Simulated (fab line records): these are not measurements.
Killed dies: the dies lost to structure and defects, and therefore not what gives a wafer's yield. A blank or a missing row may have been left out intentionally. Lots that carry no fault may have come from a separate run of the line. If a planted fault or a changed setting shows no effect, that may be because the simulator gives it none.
The tool behind it: which one? ; flow gf180mcu ; 11 lots, 33 wafers sampled, at 5 steps of a route of 602

== WHAT THE GAUGES READ, wafer by wafer ==
GF_V3_THK_MEAS_01.
lot;measured;on;V3_CVD_00_THK (nm)
L805;day 21 14:05;filmMetro-01;603 601 608
L808;day 22 19:42;filmMetro-02;604 599 602
L809;day 23 02:17;filmMetro-01;598 599 600
L810;day 23 02:47;filmMetro-01;601 603 604
L811;day 23 14:52;filmMetro-04;603 609 601
L814;day 24 13:25;filmMetro-04;301 595 603 301 595 603
L824;day 27 17:58;filmMetro-02;606 615 606
L825;day 28 00:31;filmMetro-02;614 599 609
L826;day 28 05:31;filmMetro-02;602 600 609
L827;day 28 15:34;filmMetro-02;599 606 614
L828;day 29 01:10;filmMetro-02;611 597 611

== WHICH TOOL RAN EACH LOT (tool, then ch and the chambers of the sampled wafers, then the start) ==
lot;GF_V2_STRIP_18;GF_M3_SPUTTER_00;GF_M3_STRIP_17;GF_V3_CVD_00
L805;plasmaAsher-03 ch 0,1, day 20 11:55;pvdSputter-02, day 20 13:08;plasmaAsher-04 ch 0,1, day 21 13:29;hdpcvd-01 ch 0,2, day 21 14:01
L808;plasmaAsher-03 ch 0,1, day 21 17:55;pvdSputter-02, day 21 19:08;plasmaAsher-02 ch 0,1, day 22 19:05;hdpcvd-01 ch 0,1,2, day 22 19:37
L809;plasmaAsher-03 ch 0,1, day 22 00:22;pvdSputter-02, day 22 01:35;plasmaAsher-02 ch 1, day 23 01:41;hdpcvd-02 ch 0,2, day 23 02:13
L810;plasmaAsher-03 ch 0,1, day 22 01:58;pvdSputter-02, day 22 03:12;plasmaAsher-01 ch 0,1, day 23 02:11;hdpcvd-01 ch 0,1, day 23 02:43
L811;plasmaAsher-03 ch 0,1, day 22 13:49;pvdSputter-04, day 22 15:01;plasmaAsher-02 ch 0,1, day 23 14:16;hdpcvd-01 ch 0,2, day 23 14:46
L814;plasmaAsher-04 ch 0,1, day 23 12:29;pvdSputter-02, day 23 13:43;plasmaAsher-04 ch 0,1, day 24 12:47;hdpcvd-01 ch 0,1,2, day 24 13:19
L824;plasmaAsher-03 ch 0,1, day 26 19:58;pvdSputter-04, day 26 21:19;plasmaAsher-04 ch 0,1, day 27 17:22;hdpcvd-02 ch 0,1,2, day 27 17:53
L825;plasmaAsher-01 ch 0,1, day 27 01:50;pvdSputter-03, day 27 03:06;plasmaAsher-01 ch 0,1, day 27 23:55;hdpcvd-02 ch 1,2, day 28 00:27
L826;plasmaAsher-04 ch 0,1, day 27 07:18;pvdSputter-02, day 27 08:29;plasmaAsher-01 ch 0,1, day 28 04:55;hdpcvd-01 ch 0,2, day 28 05:25
L827;plasmaAsher-03 ch 0,1, day 27 17:13;pvdSputter-02, day 27 18:26;plasmaAsher-04 ch 0,1, day 28 14:57;hdpcvd-01 ch 0,1,2, day 28 15:29
L828;plasmaAsher-01 ch 0,1, day 28 03:35;pvdSputter-04, day 28 04:49;plasmaAsher-02 ch 0,1, day 29 00:32;hdpcvd-02 ch 0,1, day 29 01:05
- GF_V2_STRIP_18: strips in O2/N2.
- GF_M3_SPUTTER_00: material Ti, target thk 37.5 nm, time 150 s.
- GF_M3_STRIP_17: strips in O2/N2.
- GF_V3_CVD_00: deposits SiO2, target thk 600 nm, time 100 s.

== WHAT THE TOOLS THEMSELVES READ (means of the sampled wafers that have a number; where no wafer has one, the mark that the record gives instead) ==
GF_V2_STRIP_18.
lot;tool;drypumpMotorCurrentA (A);heaterPowerW (W);oesProductAu (a.u.);platenTempC (C)
L805;plasmaAsher-03;5.2;314;0.590;250.16
L808;plasmaAsher-03;4.9;293;0.589;249.99
L809;plasmaAsher-03;5.1;311;0.594;249.90
L810;plasmaAsher-03;5.1;315;0.598;249.91
L811;plasmaAsher-03;5.0;296;0.596;249.86
L814;plasmaAsher-04;6.0;306;0.593;250.09
L824;plasmaAsher-03;5.0;296;0.589;250.08
L825;plasmaAsher-01;5.7;366;0.593;250.09
L826;plasmaAsher-04;5.6;338;0.594;249.86
L827;plasmaAsher-03;4.9;298;0.585;250.04
L828;plasmaAsher-01;5.6;360;0.590;250.10

GF_M3_SPUTTER_00.
lot;tool;throttleValvePct (%)
L805;pvdSputter-02;30.5
L808;pvdSputter-02;30.6
L809;pvdSputter-02;30.1
L810;pvdSputter-02;30.6
L811;pvdSputter-04;28.5
L814;pvdSputter-02;30.5
L824;pvdSputter-04;29.1
L825;pvdSputter-03;30.3
L826;pvdSputter-02;30.5
L827;pvdSputter-02;30.6
L828;pvdSputter-04;30.0

GF_M3_STRIP_17.
lot;tool;drypumpMotorCurrentA (A);heaterPowerW (W);oesProductAu (a.u.);platenTempC (C);stripTimeToEndpointS (s)
L805;plasmaAsher-04;6.0;311;0.536;249.85;7.44
L808;plasmaAsher-02;5.7;296;0.542;249.99;7.40
L809;plasmaAsher-02;5.7;318;0.533;250.02;7.31
L810;plasmaAsher-01;5.6;358;0.545;249.98;7.53
L811;plasmaAsher-02;5.7;304;0.542;250.02;7.43
L814;plasmaAsher-04;6.0;308;0.534;249.98;7.38
L824;plasmaAsher-04;6.0;304;0.540;250.01;7.46
L825;plasmaAsher-01;5.6;359;0.540;250.20;7.45
L826;plasmaAsher-01;5.7;355;0.530;250.04;7.34
L827;plasmaAsher-04;5.7;334;0.538;250.23;7.45
L828;plasmaAsher-02;5.7;290;0.537;250.03;7.41

GF_V3_CVD_00.
lot;tool;sih4FlowSccm (sccm)
L805;hdpcvd-01;60.05
L808;hdpcvd-01;60.04
L809;hdpcvd-02;59.98
L810;hdpcvd-01;60.01
L811;hdpcvd-01;59.90
L814;hdpcvd-01;49.96
L824;hdpcvd-02;60.03
L825;hdpcvd-02;60.03
L826;hdpcvd-01;60.05
L827;hdpcvd-01;59.95
L828;hdpcvd-02;60.02

== THE ANSWER, worked out from the rows above alone ==
Rule: the usual values come from the lots themselves. The widest of any qualifying gaps counts: lots, ordered by their means at a reading, are off when they make up no more than a third of the lots, leave a main group of 4 or more, and stand apart from it by 3 or more times the standard deviation of that group's means. If all means in a main group match to the digits the tables above print for the reading, that group is not used. Also off: a lot with no number at a reading for which 4 or more lots have one. Any other lot the step has rows for is counted as sound. First the gauges in route order, then the tools' own readings, where a lot's mean is used as printed above. At the first step where some lot is off, the reading lying furthest off is the one used; lots without a number count as furthest.
Off: at GF_V3_THK_MEAS_01 (V3_CVD_00_THK), L814. For the main group the mean is 604 nm and the standard deviation 2.8.
If a tool, at a process step before that reading, ran all the lots that are off and no sound lot after the first of them, it fits. Not tried: the gauges at GF_V3_THK_MEAS_01; whatever is off there is also off at GF_M3_STRIP_17, on other tools, and gauge error can't account for it. Of those tried, none fits.

== WHAT WAS PUT IN BY THE SIMULATOR ==
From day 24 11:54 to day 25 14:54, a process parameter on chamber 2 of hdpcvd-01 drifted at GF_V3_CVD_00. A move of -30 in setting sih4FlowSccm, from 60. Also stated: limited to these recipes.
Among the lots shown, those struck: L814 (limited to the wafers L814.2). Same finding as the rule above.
